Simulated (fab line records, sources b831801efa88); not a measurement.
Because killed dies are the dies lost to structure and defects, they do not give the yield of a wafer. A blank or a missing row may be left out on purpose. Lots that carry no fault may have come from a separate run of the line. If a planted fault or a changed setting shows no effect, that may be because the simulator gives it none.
What tool caused it?	flow sky130	13 lots, 39 wafers sampled, at 4 steps of a route of 708

== WHAT EACH GAUGE READ, for each wafer ==
No reading from a measuring or inspecting step in the record can be judged against a usual standard deviation.

== EACH LOT AND THE TOOL THAT RAN IT (in order: tool; ch and the chambers of the sampled wafers; start) ==
lot	SKY_SD_N_RTA_14	SKY_CONTACT_ETCH_16	SKY_CONTACT_ETCH_17	SKY_METAL1_SPUTTER_02
L758	rtp anneal-01 ch 0, day 28 20:58	rie diel-04 ch 0,2,3, day 32 13:06	rie diel-04 ch 0,2,3, day 32 13:08	pvd sputter-04, day 32 14:34
L756	rtp anneal-01 ch 0, day 29 00:26	rie diel-03 ch 1,2,3, day 32 14:19	rie diel-03 ch 1,2,3, day 32 14:22	pvd sputter-04, day 32 15:45
L759	rtp anneal-02 ch 0, day 29 01:05	rie diel-03 ch 0,1,3, day 32 15:23	rie diel-03 ch 0,1,3, day 32 15:26	pvd sputter-04, day 32 16:49
L760	rtp anneal-01 ch 0, day 29 09:05	rie diel-01 ch 0,1,2, day 32 22:57	rie diel-01 ch 0,1,2, day 32 22:59	pvd sputter-04, day 33 00:25
L761	rtp anneal-02 ch 0, day 29 19:39	rie diel-03 ch 0,3, day 33 09:14	rie diel-03 ch 0,3, day 33 09:17	pvd sputter-04, day 33 10:40
L762	rtp anneal-01 ch 0, day 30 03:17	rie diel-03 ch 0,2,3, day 33 16:08	rie diel-03 ch 0,2,3, day 33 16:11	pvd sputter-01, day 33 17:37
L763	rtp anneal-02 ch 0, day 30 12:23	rie diel-01 ch 1,2,3, day 34 01:35	rie diel-01 ch 1,2,3, day 34 01:38	pvd sputter-01, day 34 03:04
L765	rtp anneal-02 ch 0, day 31 04:58	rie diel-04 ch 2,3, day 34 18:17	rie diel-04 ch 2,3, day 34 18:20	pvd sputter-04, day 34 19:44
L766	rtp anneal-01 ch 0, day 31 15:35	rie diel-04 ch 1,2, day 35 02:01	rie diel-04 ch 1,2, day 35 02:04	pvd sputter-01, day 35 03:27
L770	rtp anneal-01 ch 0, day 32 21:31	rie diel-01 ch 2,3, day 36 08:33	rie diel-01 ch 2,3, day 36 08:35	pvd sputter-02, day 36 09:58
L772	rtp anneal-01 ch 0, day 33 05:23	rie diel-03 ch 2,3, day 36 14:20	rie diel-03 ch 2,3, day 36 14:23	pvd sputter-04, day 36 15:46
L775	rtp anneal-02 ch 0, day 35 02:11	rie diel-01 ch 0,2, day 38 10:11	rie diel-01 ch 0,2, day 38 10:14	pvd sputter-02, day 38 11:38
L779	rtp anneal-02 ch 0, day 35 14:23	rie diel-01 ch 0,2,3, day 38 22:24	rie diel-01 ch 0,2,3, day 38 22:26	pvd sputter-04, day 38 23:58
- SKY_SD_N_RTA_14: time 2 s.
- SKY_CONTACT_ETCH_16: etches BARC in N2/H2, stops on SiO2, time 45.9 s, target depth 60 nm.
- SKY_CONTACT_ETCH_17: etches SiO2 in C4F8/O2/Ar, stops on Si3N4, target depth 340 nm.
- SKY_METAL1_SPUTTER_02: material AlCu, target thk 250 nm, time 13.3 s.

== WHAT THE TOOLS THEMSELVES READ (means of the sampled wafers that have a number; where no wafer has one, the mark that the record gives instead) ==
SKY_SD_N_RTA_14. Usual: lamp power pct 15.74 %, standard deviation 0.054; ramp down c per s 90.000, standard deviation 0.017; wafer_temp_C_max 1078.1, standard deviation 1.4.
lot	tool	lamp power pct (%)	ramp down c per s	wafer_temp_C_max	flag
L758	rtp anneal-01	15.75	90.012	1077.1	
L756	rtp anneal-01	15.75	89.993	1078.5	
L759	rtp anneal-02	15.76	90.008	1078.4	
L760	rtp anneal-01	15.74	90.007	1078.4	
L761	rtp anneal-02	15.66	90.010	1077.8	
L762	rtp anneal-01	15.73	89.995	1079.5	
L763	rtp anneal-02	15.80	90.018	1078.7	
L765	rtp anneal-02	15.70	89.992	1077.8	
L766	rtp anneal-01	15.72	90.000	1078.6	
L770	rtp anneal-01	15.78	35.995	1076.9	OFF
L772	rtp anneal-01	15.72	35.997	1079.7	OFF
L775	rtp anneal-02	15.78	89.992	1078.0	
L779	rtp anneal-02	15.68	90.005	1078.0	

SKY_CONTACT_ETCH_16. Usual: drypump motor current A 5.8 A, standard deviation 0.46; oes product au 0.855 a.u., standard deviation 0.0044; throttle valve pct 13.225 %, standard deviation 0.0093.
lot	tool	drypump motor current A (A)	oes product au (a.u.)	throttle valve pct (%)	flag
L758	rie diel-04	5.7	0.854	13.230	
L756	rie diel-03	6.0	0.849	13.224	
L759	rie diel-03	6.2	0.859	13.236	
L760	rie diel-01	5.6	0.854	13.226	
L761	rie diel-03	6.2	0.855	13.236	
L762	rie diel-03	6.0	0.856	13.225	
L763	rie diel-01	5.3	0.855	13.224	
L765	rie diel-04	5.8	0.853	13.224	
L766	rie diel-04	5.7	0.857	13.219	
L770	rie diel-01	5.3	0.853	13.223	
L772	rie diel-03	5.8	0.859	13.225	
L775	rie diel-01	5.4	0.857	13.219	
L779	rie diel-01	5.5	0.857	13.220	

SKY_CONTACT_ETCH_17. Usual: oes product au 0.884 a.u., standard deviation 0.0048.
lot	tool	oes product au (a.u.)	flag
L758	rie diel-04	0.887	
L756	rie diel-03	0.884	
L759	rie diel-03	0.886	
L760	rie diel-01	0.886	
L761	rie diel-03	0.888	
L762	rie diel-03	0.883	
L763	rie diel-01	0.881	
L765	rie diel-04	0.890	
L766	rie diel-04	0.884	
L770	rie diel-01	0.880	
L772	rie diel-03	0.885	
L775	rie diel-01	0.882	
L779	rie diel-01	0.886	

SKY_METAL1_SPUTTER_02. Usual: throttle valve pct 30.4 %, standard deviation 1.4.
lot	tool	throttle valve pct (%)	flag
L758	pvd sputter-04	29.9	
L756	pvd sputter-04	30.3	
L759	pvd sputter-04	29.9	
L760	pvd sputter-04	29.2	
L761	pvd sputter-04	29.0	
L762	pvd sputter-01	31.3	
L763	pvd sputter-01	32.0	
L765	pvd sputter-04	28.8	
L766	pvd sputter-01	30.8	
L770	pvd sputter-02	30.3	
L772	pvd sputter-04	30.5	
L775	pvd sputter-02	30.3	
L779	pvd sputter-04	29.8	

== THE ANSWER, worked out from the rows above alone ==
Rule: a lot is off if the mean of its wafers that have a number lies more than 3 standard deviations from the usual mean. A lot without any number at a reading at which 4 lots or more have one is off too. All remaining lots with rows at the step are treated as sound. First the gauges in route order, then the tools' own readings, where a lot's mean is used as printed above. The first step at which some lot is off is used, and at that step the reading that is off furthest; a lot without a number counts as furthest.
Off, at SKY_SD_N_RTA_14 on ramp down c per s: L770, L772.
A tool fits if, at that step or a process step before it, it ran every lot that is off, and no sound lot after the first of them. One fits: SKY_SD_N_RTA_14 on rtp anneal-01. Its last sound lot is L766 (day 31 15:35), its first lot that is off L770 (day 32 21:31): a fault that began between those two fits.
The tool's own readings at SKY_SD_N_RTA_14 bear it out: on the lots that are off they differ by more than 5 times the standard deviation of the sound lots' means. ramp down c per s reads 35.996 there against 90.003 on the sound lots.

== WHAT THE SIMULATOR HAD INSERTED ==
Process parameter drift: rtp anneal-01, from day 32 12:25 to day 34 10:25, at SKY_SD_N_RTA_14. Setting ramp down c per s shifted by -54 from 90. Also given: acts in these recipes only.
Shown lots that were struck: L770, L772. This agrees with what the rule above found.
